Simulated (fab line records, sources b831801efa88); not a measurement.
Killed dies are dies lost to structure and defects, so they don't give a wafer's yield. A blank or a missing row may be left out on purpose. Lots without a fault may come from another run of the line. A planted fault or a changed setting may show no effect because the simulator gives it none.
A struck lot beside a sound one | flow gf180mcu | 23 steps out of a route of 602
Sound: wafers L179.2, L179.4, L179.5. Struck: wafers L182.1, L182.5, L182.6. The cause comes at the end.
At each step with rows: each side's tool, then ch and its chambers, then its first start. Under that, the readings that differ: sound wafers | struck wafers | difference of the means | sigmas: that difference in standard deviations of wafers without a fault.
alike: readings whose means differ by less than 2 such deviations, and words and numbers that are the same on both sides. not compared: withheld readings, readings that some wafer has no value for, bounds like >300 that may hide the same value, and numbers for which the record gives no deviation and whose values overlap.
The two part at a step that has a row with sigmas, a row that says differs or no value, or rows on one side only. Numbers that don't overlap but have no deviation are shown without sigmas and don't part them. A reading that every wafer of one side lacks parts them only if that side has two wafers or more.

first, 2 steps without rows for these wafers: GF_HV_LDD_PEB_29; GF_HV_LDD_DEVELOP_30 (develop time 60 s).
GF_HV_LDD_CD_MEAS_31: target cd 400 nm.
  sound on cd_sem-01, day 12 18:40; struck on cd_sem-02, day 13 17:00
  alike: cd_nm
GF_HV_LDD_OVL_MEAS_32:
  sound on overlay-02, day 12 18:47; struck on overlay-02, day 13 17:07
  alike: HV_LDD_02_OVL
then, 4 steps without rows for these wafers: GF_HV_LDD_IMPLANT_33; GF_HV_LDD_IMPLANT_34; GF_HV_LDD_IMPLANT_35; GF_HV_LDD_IMPLANT_36.
GF_HV_LDD_STRIP_37: strips in O2/N2.
  sound on plasma_asher-01 ch 0, day 12 19:25; struck on plasma_asher-02 ch 0,1, day 13 17:46
  alike: drypump_motor_current_A, heater_power_w, oes_product_au, platen_temp_c, strip_time_to_endpoint_s
  not compared: rf_hours_counter_h
GF_HV_LDD_TW_MEAS_38:
  sound on film_metro-03, day 12 19:31; struck on film_metro-03, day 13 17:52
  alike: HV_LDD_3_TW
then, 2 steps without rows for these wafers: GF_HV_LDD_DEHYDRATE_39 (time 60 s); GF_HV_LDD_HMDS_40 (prime time 60 s).
GF_HV_LDD_COAT_41: resist thk 1000 nm.
  sound on litho_track-02 ch 0, day 13 05:50; struck on litho_track-04 ch 0, day 14 04:31
  reading                                     | sound             | struck            | difference | sigmas
  model.NOVOLAK_of_HV_LDD_COAT_41.thk_nm (nm) | 999.6 994.9 999.8 | 961.1 958.1 958.6 | -38.8      |
  alike: chill_plate_temp_C
then, 3 steps without rows for these wafers: GF_HV_LDD_SOFTBAKE_42 (time 60 s); GF_HV_LDD_EXPOSE_43 (exposes mask Pplus HV AREA, target cd 400 nm); GF_HV_LDD_PEB_44.
GF_HV_LDD_DEVELOP_45: develop time 60 s.
  sound on litho_track-04 ch 0, day 13 15:14; struck on litho_track-01 ch 0, day 14 14:54
  reading                                     | sound             | struck            | difference | sigmas
  model.NOVOLAK_of_HV_LDD_COAT_41.thk_nm (nm) | 999.2 994.4 999.4 | 960.7 957.7 958.2 | -38.8      |
  alike: chill_plate_temp_C
GF_HV_LDD_CD_MEAS_46: target cd 400 nm.
  sound on cd_sem-01, day 13 15:23; struck on cd_sem-02, day 14 15:03
  reading    | sound             | struck            | difference | sigmas
  cd_nm (nm) | 398.0 396.7 396.3 | 403.4 404.2 404.8 | +7.1       | +3
GF_HV_LDD_OVL_MEAS_47:
  sound on overlay-01, day 13 15:29; struck on overlay-02, day 14 15:10
  alike: HV_LDD_03_OVL
then, 1 step without rows for these wafers: GF_HV_LDD_IMPLANT_48.
GF_HV_LDD_STRIP_49: strips in O2/N2.
  sound on plasma_asher-03 ch 0,1, day 13 15:40; struck on plasma_asher-03 ch 0,1, day 14 15:21
  reading                      | sound             | struck            | difference | sigmas
  strip_time_to_endpoint_s (s) | 12.62 12.58 12.64 | 12.19 12.14 12.15 | -0.45      | -13
  alike: drypump_motor_current_A, heater_power_w, oes_product_au, platen_temp_c
  not compared: rf_hours_counter_h
GF_HV_LDD_TW_MEAS_50:
  sound on film_metro-02, day 13 15:46; struck on film_metro-02, day 14 15:27
  alike: HV_LDD_4_TW
then, 1 step without rows for these wafers: GF_PASSIVATION_PROBE_99.

WHERE THEY PART
First at GF_HV_LDD_CD_MEAS_46; last, within this record, at GF_HV_LDD_STRIP_49. Later steps at which nothing parts them and some readings are alike: GF_HV_LDD_TW_MEAS_50.

WHY: what the simulator had put in
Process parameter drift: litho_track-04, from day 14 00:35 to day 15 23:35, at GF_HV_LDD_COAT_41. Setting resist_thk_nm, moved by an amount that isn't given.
